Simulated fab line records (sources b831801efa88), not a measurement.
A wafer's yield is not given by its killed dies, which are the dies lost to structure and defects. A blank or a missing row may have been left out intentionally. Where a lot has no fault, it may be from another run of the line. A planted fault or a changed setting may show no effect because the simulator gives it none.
Which tool was responsible? / flow sky130 / 34 wafers from 12 lots sampled at 6 of the route's 708 steps

== WHAT EACH GAUGE READ, for each wafer ==
SKY_SD_P_TW_MEAS_11. Usual: SD_P_TW gives 2807 (standard deviation 17).
lot=L142; measured=day 26 06:35; on=filmMetro-01; SD_P_TW=2816 2821 2821; flag=
lot=L144; measured=day 27 09:42; on=filmMetro-03; SD_P_TW=2806 2791 2795; flag=
lot=L148; measured=day 27 23:21; on=filmMetro-02; SD_P_TW=2810 2831 2805; flag=
lot=L146; measured=day 28 01:04; on=filmMetro-01; SD_P_TW=2826 2827 2830; flag=
lot=L149; measured=day 28 12:27; on=filmMetro-01; SD_P_TW=2827 2823 2824; flag=
lot=L151; measured=day 29 11:02; on=filmMetro-02; SD_P_TW=2806 2792 2804; flag=
lot=L152; measured=day 29 11:21; on=filmMetro-02; SD_P_TW=2786 2798 2797; flag=
lot=L158; measured=day 31 02:28; on=filmMetro-03; SD_P_TW=2787 2796 2790; flag=
lot=L159; measured=day 31 12:55; on=filmMetro-03; SD_P_TW=2793 2780; flag=
lot=L160; measured=day 31 20:04; on=filmMetro-02; SD_P_TW=2823 2829; flag=
lot=L164; measured=day 32 14:21; on=filmMetro-02; SD_P_TW=2802 2809 2801; flag=
lot=L165; measured=day 32 22:28; on=filmMetro-01; SD_P_TW=2814 2830 2828; flag=

SKY_SD_N_RS_MEAS_18: measures by four-point-probe. Usual: RES_XHIGH_RS gives 333.1 ohm/sq (standard deviation 0.98).
lot=L142; measured=day 28 17:08; on=filmMetro-01; RES_XHIGH_RS (ohm/sq)=334.8 333.9 333.1; flag=
lot=L144; measured=day 29 19:59; on=filmMetro-01; RES_XHIGH_RS (ohm/sq)=333.1 335.0 335.3; flag=
lot=L148; measured=day 30 09:23; on=filmMetro-03; RES_XHIGH_RS (ohm/sq)=333.3 333.6 334.8; flag=
lot=L146; measured=day 30 10:07; on=filmMetro-02; RES_XHIGH_RS (ohm/sq)=332.1 331.9 331.7; flag=
lot=L149; measured=day 30 19:56; on=filmMetro-02; RES_XHIGH_RS (ohm/sq)=332.0 332.8 333.1; flag=
lot=L151; measured=day 31 19:43; on=filmMetro-01; RES_XHIGH_RS (ohm/sq)=333.6 333.5 333.7; flag=
lot=L152; measured=day 31 19:56; on=filmMetro-03; RES_XHIGH_RS (ohm/sq)=333.8 333.6 333.6; flag=
lot=L158; measured=day 33 10:08; on=filmMetro-02; RES_XHIGH_RS (ohm/sq)=332.2 332.8 332.1; flag=
lot=L159; measured=day 33 19:03; on=filmMetro-02; RES_XHIGH_RS (ohm/sq)=332.4 331.8; flag=
lot=L160; measured=day 34 02:25; on=filmMetro-03; RES_XHIGH_RS (ohm/sq)=333.4 333.5; flag=
lot=L164; measured=day 34 21:03; on=filmMetro-02; RES_XHIGH_RS (ohm/sq)=332.6 331.8 331.5; flag=
lot=L165; measured=day 35 04:28; on=filmMetro-03; RES_XHIGH_RS (ohm/sq)=332.1 332.5 333.6; flag=

SKY_LI_CONTACT_THK_MEAS_01. Usual: LI_CONTACT_HDPCVD_THK gives 927 nm (standard deviation 8.9).
lot=L142; measured=day 28 17:23; on=filmMetro-03; LI_CONTACT_HDPCVD_THK (nm)=932 915 931; flag=
lot=L144; measured=day 29 20:14; on=filmMetro-02; LI_CONTACT_HDPCVD_THK (nm)=938 948 933; flag=
lot=L148; measured=day 30 09:38; on=filmMetro-01; LI_CONTACT_HDPCVD_THK (nm)=929 924 925; flag=
lot=L146; measured=day 30 10:21; on=filmMetro-03; LI_CONTACT_HDPCVD_THK (nm)=925 912 934; flag=
lot=L149; measured=day 30 20:12; on=filmMetro-02; LI_CONTACT_HDPCVD_THK (nm)=922 924 923; flag=
lot=L151; measured=day 31 19:56; on=filmMetro-02; LI_CONTACT_HDPCVD_THK (nm)=911 928 918; flag=
lot=L152; measured=day 31 20:11; on=filmMetro-03; LI_CONTACT_HDPCVD_THK (nm)=922 934 928; flag=
lot=L158; measured=day 33 10:23; on=filmMetro-02; LI_CONTACT_HDPCVD_THK (nm)=920 938 929; flag=
lot=L159; measured=day 33 19:17; on=filmMetro-01; LI_CONTACT_HDPCVD_THK (nm)=924 917; flag=
lot=L160; measured=day 34 02:38; on=filmMetro-01; LI_CONTACT_HDPCVD_THK (nm)=909 906; flag=
lot=L164; measured=day 34 21:16; on=filmMetro-03; LI_CONTACT_HDPCVD_THK (nm)=943 924 914; flag=
lot=L165; measured=day 35 04:41; on=filmMetro-02; LI_CONTACT_HDPCVD_THK (nm)=930 916 927; flag=

SKY_LI_CONTACT_RS_MEAS_22: measures by four-point-probe. Usual: LI_CONTACT_W_RS gives 0.285 ohm/sq (standard deviation 0.004).
lot=L142; measured=day 29 22:19; on=filmMetro-02; LI_CONTACT_W_RS (ohm/sq)=0.275 0.281 0.281; flag=
lot=L144; measured=day 31 00:20; on=filmMetro-03; LI_CONTACT_W_RS (ohm/sq)=0.287 0.295 0.294; flag=
lot=L148; measured=day 31 14:15; on=filmMetro-01; LI_CONTACT_W_RS (ohm/sq)=0.284 0.279 0.279; flag=
lot=L146; measured=day 31 15:42; on=filmMetro-03; LI_CONTACT_W_RS (ohm/sq)=0.281 0.287 0.287; flag=
lot=L149; measured=day 32 00:44; on=filmMetro-03; LI_CONTACT_W_RS (ohm/sq)=0.283 0.284 0.279; flag=
lot=L151; measured=day 32 23:21; on=filmMetro-01; LI_CONTACT_W_RS (ohm/sq)=0.280 0.282 0.284; flag=
lot=L152; measured=day 32 23:43; on=filmMetro-03; LI_CONTACT_W_RS (ohm/sq)=0.292 0.288 0.288; flag=
lot=L158; measured=day 34 14:10; on=filmMetro-03; LI_CONTACT_W_RS (ohm/sq)=0.254 0.256 0.283; flag=OFF
lot=L159; measured=day 34 23:02; on=filmMetro-03; LI_CONTACT_W_RS (ohm/sq)=0.252 0.282; flag=OFF
lot=L160; measured=day 35 06:57; on=filmMetro-01; LI_CONTACT_W_RS (ohm/sq)=0.278 0.253; flag=OFF
lot=L164; measured=day 36 00:35; on=filmMetro-01; LI_CONTACT_W_RS (ohm/sq)=0.279 0.284 0.286; flag=
lot=L165; measured=day 36 07:39; on=filmMetro-03; LI_CONTACT_W_RS (ohm/sq)=0.287 0.283 0.280; flag=

SKY_LI_CONTACT_THK_MEAS_23: measures by xrf. Usual: LI_CONTACT_W_THK gives 396 nm (standard deviation 6.8).
lot=L142; measured=day 29 22:26; on=filmMetro-02; LI_CONTACT_W_THK (nm)=405 395 396; flag=
lot=L144; measured=day 31 00:27; on=filmMetro-03; LI_CONTACT_W_THK (nm)=400 391 390; flag=
lot=L148; measured=day 31 14:22; on=filmMetro-01; LI_CONTACT_W_THK (nm)=401 408 406; flag=
lot=L146; measured=day 31 15:49; on=filmMetro-03; LI_CONTACT_W_THK (nm)=407 399 397; flag=
lot=L149; measured=day 32 00:51; on=filmMetro-03; LI_CONTACT_W_THK (nm)=398 400 407; flag=
lot=L151; measured=day 32 23:28; on=filmMetro-01; LI_CONTACT_W_THK (nm)=397 399 397; flag=
lot=L152; measured=day 32 23:50; on=filmMetro-03; LI_CONTACT_W_THK (nm)=389 395 393; flag=
lot=L158; measured=day 34 14:17; on=filmMetro-03; LI_CONTACT_W_THK (nm)=453 449 405; flag=OFF
lot=L159; measured=day 34 23:09; on=filmMetro-03; LI_CONTACT_W_THK (nm)=453 404; flag=OFF
lot=L160; measured=day 35 07:04; on=filmMetro-01; LI_CONTACT_W_THK (nm)=408 452; flag=OFF
lot=L164; measured=day 36 00:41; on=filmMetro-01; LI_CONTACT_W_THK (nm)=403 399 399; flag=
lot=L165; measured=day 36 07:46; on=filmMetro-03; LI_CONTACT_W_THK (nm)=397 402 410; flag=

== EACH LOT AND THE TOOL THAT RAN IT (in order: tool; ch and the chambers of the sampled wafers; start) ==
lot=L142; SKY_LI_CONTACT_CVD_21=cvdW-01 ch 0,1, day 29 22:11
lot=L144; SKY_LI_CONTACT_CVD_21=cvdW-02 ch 0,1, day 31 00:13
lot=L148; SKY_LI_CONTACT_CVD_21=cvdW-02 ch 0,1, day 31 14:07
lot=L146; SKY_LI_CONTACT_CVD_21=cvdW-01 ch 0,1, day 31 15:34
lot=L149; SKY_LI_CONTACT_CVD_21=cvdW-01 ch 0,1, day 32 00:37
lot=L151; SKY_LI_CONTACT_CVD_21=cvdW-01 ch 0,1, day 32 23:12
lot=L152; SKY_LI_CONTACT_CVD_21=cvdW-02 ch 0,1, day 32 23:36
lot=L158; SKY_LI_CONTACT_CVD_21=cvdW-01 ch 1, day 34 13:55
lot=L159; SKY_LI_CONTACT_CVD_21=cvdW-01 ch 0, day 34 22:55
lot=L160; SKY_LI_CONTACT_CVD_21=cvdW-01 ch 0,1, day 35 06:49
lot=L164; SKY_LI_CONTACT_CVD_21=cvdW-02 ch 0,1, day 36 00:27
lot=L165; SKY_LI_CONTACT_CVD_21=cvdW-02 ch 0,1, day 36 07:30
- SKY_LI_CONTACT_CVD_21: deposits W, target thk 400 nm, time 120.56 s.

== AS READ BY THE TOOLS THEMSELVES (means over the sampled wafers that have a number; for cases with no such wafer, the mark the record gives instead) ==
SKY_LI_CONTACT_CVD_21. Usual: heaterPowerW 832 W, standard deviation 42; susceptorTempC 399.97 C, standard deviation 0.23.
lot=L142; tool=cvdW-01; heaterPowerW (W)=770; susceptorTempC (C)=399.99; flag=
lot=L144; tool=cvdW-02; heaterPowerW (W)=853; susceptorTempC (C)=399.65; flag=
lot=L148; tool=cvdW-02; heaterPowerW (W)=845; susceptorTempC (C)=400.07; flag=
lot=L146; tool=cvdW-01; heaterPowerW (W)=795; susceptorTempC (C)=400.00; flag=
lot=L149; tool=cvdW-01; heaterPowerW (W)=788; susceptorTempC (C)=400.00; flag=
lot=L151; tool=cvdW-01; heaterPowerW (W)=817; susceptorTempC (C)=399.80; flag=
lot=L152; tool=cvdW-02; heaterPowerW (W)=861; susceptorTempC (C)=400.11; flag=
lot=L158; tool=cvdW-01; heaterPowerW (W)=767; susceptorTempC (C)=399.55; flag=
lot=L159; tool=cvdW-01; heaterPowerW (W)=816; susceptorTempC (C)=400.27; flag=
lot=L160; tool=cvdW-01; heaterPowerW (W)=801; susceptorTempC (C)=400.16; flag=
lot=L164; tool=cvdW-02; heaterPowerW (W)=851; susceptorTempC (C)=400.16; flag=
lot=L165; tool=cvdW-02; heaterPowerW (W)=862; susceptorTempC (C)=400.00; flag=

== THE ANSWER, worked out from the rows above alone ==
Rule: a lot counts as off when the mean over its wafers that have a number is more than 3 standard deviations away from the usual mean. A lot without any number at a reading at which 4 lots or more have one is off too. The other lots that the step has rows for count as sound. The gauges are gone through in route order, then the tools' own readings, and for those a lot's mean is taken as printed above. At the first step where some lot is off, the reading lying furthest off is the one used; lots without a number count as furthest.
Off: L158, L159, L160, seen at SKY_LI_CONTACT_RS_MEAS_22 (LI_CONTACT_W_RS).
A tool fits if, at a process step before that reading, it ran every lot that is off, and no sound lot after the first of them. The gauges at SKY_LI_CONTACT_RS_MEAS_22 are tried like those tools. One candidate fits, namely cvdW-01 at SKY_LI_CONTACT_CVD_21. A fault onset in the window from L151 (day 32 23:12, its last sound lot) to L158 (day 34 13:55, its first lot off) fits.

== WHAT THE SIMULATOR HAD PUT IN ==
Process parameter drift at SKY_LI_CONTACT_CVD_21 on cvdW-01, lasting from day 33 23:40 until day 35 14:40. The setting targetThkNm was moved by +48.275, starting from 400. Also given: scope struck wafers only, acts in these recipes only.
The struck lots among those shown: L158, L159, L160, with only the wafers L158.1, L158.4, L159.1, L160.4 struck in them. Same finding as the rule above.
